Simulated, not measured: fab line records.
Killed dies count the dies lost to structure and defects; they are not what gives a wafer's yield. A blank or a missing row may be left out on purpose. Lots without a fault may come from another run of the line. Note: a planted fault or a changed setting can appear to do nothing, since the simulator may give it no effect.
Comparing a struck lot with a sound one + flow sky130 + 15 out of 708 route steps
Sound: the wafers L543.2, L543.4, L543.6. The struck wafers were L558.2, L558.3, L558.6. The cause is given at the end.
For every step that has rows: the tool of each side, followed by ch and its chambers, followed by its first start. Under that, the readings that differ: sound wafers + struck wafers + difference of the means + sigmas: that difference in standard deviations of wafers without a fault.
alike: readings whose means differ by less than 2 such deviations, and words and numbers that are the same on both sides. not compared: withheld readings, readings that some wafer has no value for, bounds like >300 that may hide the same value, and numbers for which the record gives no deviation and whose values overlap.
A row with sigmas, a row that says differs or no value, or rows on one side alone: a step with any of these is where the two part. Numbers that don't overlap but have no deviation are shown without sigmas and don't part them. Lack of a reading on every wafer of one side parts them only where that side has two or more wafers.

first, 4 steps without rows for these wafers: SKY_LDD_N_SOFTBAKE_03 (time 60 s); SKY_LDD_N_EXPOSE_04 (exposes mask NTM, target cd 840 nm); SKY_LDD_N_PEB_05; SKY_LDD_N_DEVELOP_06 (develop time 60 s).
SKY_LDD_N_OVL_MEAS_07:
  struck on overlay-02, day 25 00:25; sound on overlay-02, day 20 08:31
  alike: LDD_N_OVL
then, 7 steps without rows for these wafers: SKY_LDD_N_IMPLANT_08; SKY_LDD_N_IMPLANT_09; SKY_LDD_N_IMPLANT_10; SKY_LDD_N_IMPLANT_11; SKY_LDD_N_IMPLANT_12; SKY_LDD_N_IMPLANT_13; SKY_LDD_N_IMPLANT_14.
SKY_LDD_N_IMPLANT_15:
  sound on implanter-02 ch 0, day 20 09:37; struck on implanter-02 ch 0, day 25 01:31
| reading            | sound                     | struck                       | difference | sigmas      |
|--------------------|---------------------------|------------------------------|------------|-------------|
| dose_ions_cm2      | 5.004e+12 5e+12 4.995e+12 | 3.628e+12 3.62e+12 3.623e+12 | -1.376e+12 | -99 or more |
| faraday_current_uA | 28.1 28.2 27.9            | 20.5 20.6 21.5               | -7.2       | -12         |
  alike: tilt_deg
SKY_LDD_N_STRIP_16: strips in O2/N2.
  sound on plasma_asher-01 ch 0,1, day 20 09:45; struck on plasma_asher-02 ch 0,1, day 25 01:38
| reading                     | sound       | struck      | difference | sigmas |
|-----------------------------|-------------|-------------|------------|--------|
| drypump_motor_current_A (A) | 6.7 6.4 6.7 | 6.0 5.4 5.4 | -1.0       | -2     |
  alike: o2_flow_sccm, oes_product_au, strip_time_to_endpoint_s
  not compared: rf_hours_counter_h
-- record jumps: 26 days separate the struck wafers' starts on either side; left off in module LDD_N, taken up again in module PAD_OPEN, whose first shown step is the route's number 708 --
SKY_PAD_OPEN_PROBE_99:
  struck on prober-01, day 50 14:21; sound on prober-02, day 47 14:50
| reading                                   | sound                | struck               | difference | sigmas |
|-------------------------------------------|----------------------|----------------------|------------|--------|
| model.etest.nfet_01v8_turned.vt_sat_v (V) | 0.6397 0.6427 0.6461 | 0.6328 0.6337 0.6336 | -0.0095    |        |
  alike: killed_at_M0_to_M3, killed_at_M4_up, killed_at_contacts, killed_at_front_end, killed_at_other, killed_dies, killed_open, killed_short

## WHERE THEY PART
First at SKY_LDD_N_IMPLANT_15; last, within this record, at SKY_LDD_N_STRIP_16. Later steps at which nothing parts them and some readings are alike: SKY_PAD_OPEN_PROBE_99.

WHY: what had been put in by the simulator
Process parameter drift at SKY_LDD_N_IMPLANT_15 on implanter-02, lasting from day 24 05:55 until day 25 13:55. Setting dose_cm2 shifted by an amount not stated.
